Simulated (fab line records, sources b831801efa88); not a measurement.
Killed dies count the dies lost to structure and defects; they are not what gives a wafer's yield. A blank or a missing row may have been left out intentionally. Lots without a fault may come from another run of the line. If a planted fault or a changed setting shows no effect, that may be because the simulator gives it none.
Commonality check across tools + flow gf180mcu + 12 lots, 36 wafers sampled

## WHY THIS WAS OPENED
3 of 12 lots carry a flag on the reading MIM_CVD_05_THK at GF_MIM_THK_MEAS_06. Wafers without a fault read 42.0 nm, standard deviation 0.67.
Rule: a lot is flagged in two cases, either no wafer of it has a number, or all its wafers with numbers fall more than 4 standard deviations from that mean. The other lots count as sound.

| lot  | measured     | on            | MIM_CVD_05_THK (nm), wafer by wafer | flag    |
|------|--------------|---------------|-------------------------------------|---------|
| L237 | day 25 00:17 | film metro-03 | 42.6 44.1 43.8                      |         |
| L238 | day 25 04:10 | film metro-04 | 42.1 42.7 43.1                      |         |
| L239 | day 25 16:11 | film metro-02 | 41.2 42.3 41.9                      |         |
| L245 | day 27 13:26 | film metro-03 | 84.5 85.0 84.6                      | FLAGGED |
| L251 | day 29 14:43 | film metro-02 | 84.4 84.0 85.2                      | FLAGGED |
| L252 | day 29 18:46 | film metro-04 | 81.9 84.7 82.3                      | FLAGGED |
| L253 | day 30 10:37 | film metro-02 | 41.2 41.8 42.7                      |         |
| L255 | day 30 15:22 | film metro-03 | 41.9 41.4 41.5                      |         |
| L256 | day 30 22:48 | film metro-03 | 40.5 41.8 42.1                      |         |
| L258 | day 31 08:13 | film metro-04 | 41.6 42.2 41.5                      |         |
| L257 | day 31 10:28 | film metro-03 | 41.3 42.0 41.4                      |         |
| L259 | day 31 15:13 | film metro-03 | 42.0 42.2 41.6                      |         |
The numbers of the flagged lots are 84.1 nm on average: +42.1 nm against the usual, or +63 standard deviations.

## TOOL THAT RAN EACH LOT
The record holds 4 process steps before the reading, out of a route of 602 steps. In each cell: the tool, then ch and the chambers that the sampled wafers went through, then the start.
| lot  | flag    | GF_V4_ETCH_16                      | GF_V4_STRIP_18                       | GF_V4_CVD_23                  | GF_MIM_CVD_05                   |
|------|---------|------------------------------------|--------------------------------------|-------------------------------|---------------------------------|
| L237 |         | rie diel-01 ch 0,3, day 24 20:58   | plasma asher-04 ch 0,1, day 24 21:05 | cvd w-01 ch 0,1, day 24 21:44 | pecvd-03 ch 1,2, day 25 00:14   |
| L238 |         | rie diel-03 ch 0,1,3, day 25 02:31 | plasma asher-02 ch 0,1, day 25 02:38 | cvd w-01 ch 0,1, day 25 03:19 | pecvd-03 ch 0,2, day 25 04:08   |
| L239 |         | rie diel-01 ch 0,1,2, day 25 14:02 | plasma asher-03 ch 0,1, day 25 14:10 | cvd w-01 ch 0,1, day 25 15:08 | pecvd-01 ch 1,2, day 25 16:09   |
| L245 | FLAGGED | rie diel-02 ch 0,1,2, day 27 11:38 | plasma asher-03 ch 0,1, day 27 11:46 | cvd w-02 ch 1, day 27 12:24   | pecvd-03 ch 0,1,2, day 27 13:13 |
| L251 | FLAGGED | rie diel-03 ch 0,2,3, day 29 12:53 | plasma asher-04 ch 0,1, day 29 13:01 | cvd w-01 ch 0,1, day 29 13:41 | pecvd-03 ch 0,1,2, day 29 14:29 |
| L252 | FLAGGED | rie diel-02 ch 1,2,3, day 29 16:41 | plasma asher-03 ch 0,1, day 29 16:51 | cvd w-01 ch 0,1, day 29 17:31 | pecvd-04 ch 0,2, day 29 18:31   |
| L253 |         | rie diel-03 ch 0,1,3, day 30 08:59 | plasma asher-02 ch 0,1, day 30 09:09 | cvd w-01 ch 0,1, day 30 09:47 | pecvd-01 ch 0,2, day 30 10:34   |
| L255 |         | rie diel-01 ch 0,2,3, day 30 13:38 | plasma asher-03 ch 0,1, day 30 13:46 | cvd w-02 ch 0,1, day 30 14:25 | pecvd-04 ch 0,1,2, day 30 15:13 |
| L256 |         | rie diel-02 ch 0,2,3, day 30 21:05 | plasma asher-03 ch 0,1, day 30 21:13 | cvd w-01 ch 1, day 30 21:51   | pecvd-04 ch 0,1, day 30 22:46   |
| L258 |         | rie diel-02 ch 1,2, day 31 06:35   | plasma asher-02 ch 0,1, day 31 06:45 | cvd w-02 ch 0,1, day 31 07:23 | pecvd-04 ch 0,1,2, day 31 08:10 |
| L257 |         | rie diel-02 ch 0,1,2, day 31 08:50 | plasma asher-02 ch 0,1, day 31 08:58 | cvd w-01 ch 0,1, day 31 09:36 | pecvd-01 ch 0,2, day 31 10:25   |
| L259 |         | rie diel-03 ch 0,3, day 31 13:35   | plasma asher-03 ch 0,1, day 31 13:45 | cvd w-01 ch 0,1, day 31 14:23 | pecvd-01 ch 0,1,2, day 31 15:10 |
These steps, and what they do:
- GF_V4_ETCH_16: etches BARC in N2/H2.
- GF_V4_STRIP_18: strips in O2/N2.
- GF_V4_CVD_23: deposits W, target thk 350 nm, time 104.9 s.
- GF_MIM_CVD_05: deposits Si3N4, target thk 42 nm, time 29.086 s.
- GF_MIM_THK_MEAS_06

## FLAGGED OVER TOTAL, TOOL BY TOOL (the gauges that took the reading come last)
| step               | tool            | lots run | flagged | share of the flagged lots | sound lots run after its first flagged lot |
|--------------------|-----------------|----------|---------|---------------------------|--------------------------------------------|
| GF_V4_ETCH_16      | rie diel-01     | 3        | 0       | none                      | -                                          |
| GF_V4_ETCH_16      | rie diel-02     | 5        | 2       | some                      | 3 (L256,L258,L257)                         |
| GF_V4_ETCH_16      | rie diel-03     | 4        | 1       | some                      | 2 (L253,L259)                              |
| GF_V4_STRIP_18     | plasma asher-02 | 4        | 0       | none                      | -                                          |
| GF_V4_STRIP_18     | plasma asher-03 | 6        | 2       | some                      | 3 (L255,L256,L259)                         |
| GF_V4_STRIP_18     | plasma asher-04 | 2        | 1       | some                      | 0                                          |
| GF_V4_CVD_23       | cvd w-01        | 9        | 2       | some                      | 4 (L253,L256,L257,L259)                    |
| GF_V4_CVD_23       | cvd w-02        | 3        | 1       | some                      | 2 (L255,L258)                              |
| GF_MIM_CVD_05      | pecvd-01        | 4        | 0       | none                      | -                                          |
| GF_MIM_CVD_05      | pecvd-03        | 4        | 2       | some                      | 0                                          |
| GF_MIM_CVD_05      | pecvd-04        | 4        | 1       | some                      | 3 (L255,L256,L258)                         |
| GF_MIM_THK_MEAS_06 | film metro-02   | 3        | 1       | some                      | 1 (L253)                                   |
| GF_MIM_THK_MEAS_06 | film metro-03   | 6        | 1       | some                      | 4 (L255,L256,L257,L259)                    |
| GF_MIM_THK_MEAS_06 | film metro-04   | 3        | 1       | some                      | 1 (L258)                                   |

## WHAT THE TABLE PERMITS
No row of the table ran every flagged lot.

## WHAT HAD BEEN PUT IN BY THE SIMULATOR
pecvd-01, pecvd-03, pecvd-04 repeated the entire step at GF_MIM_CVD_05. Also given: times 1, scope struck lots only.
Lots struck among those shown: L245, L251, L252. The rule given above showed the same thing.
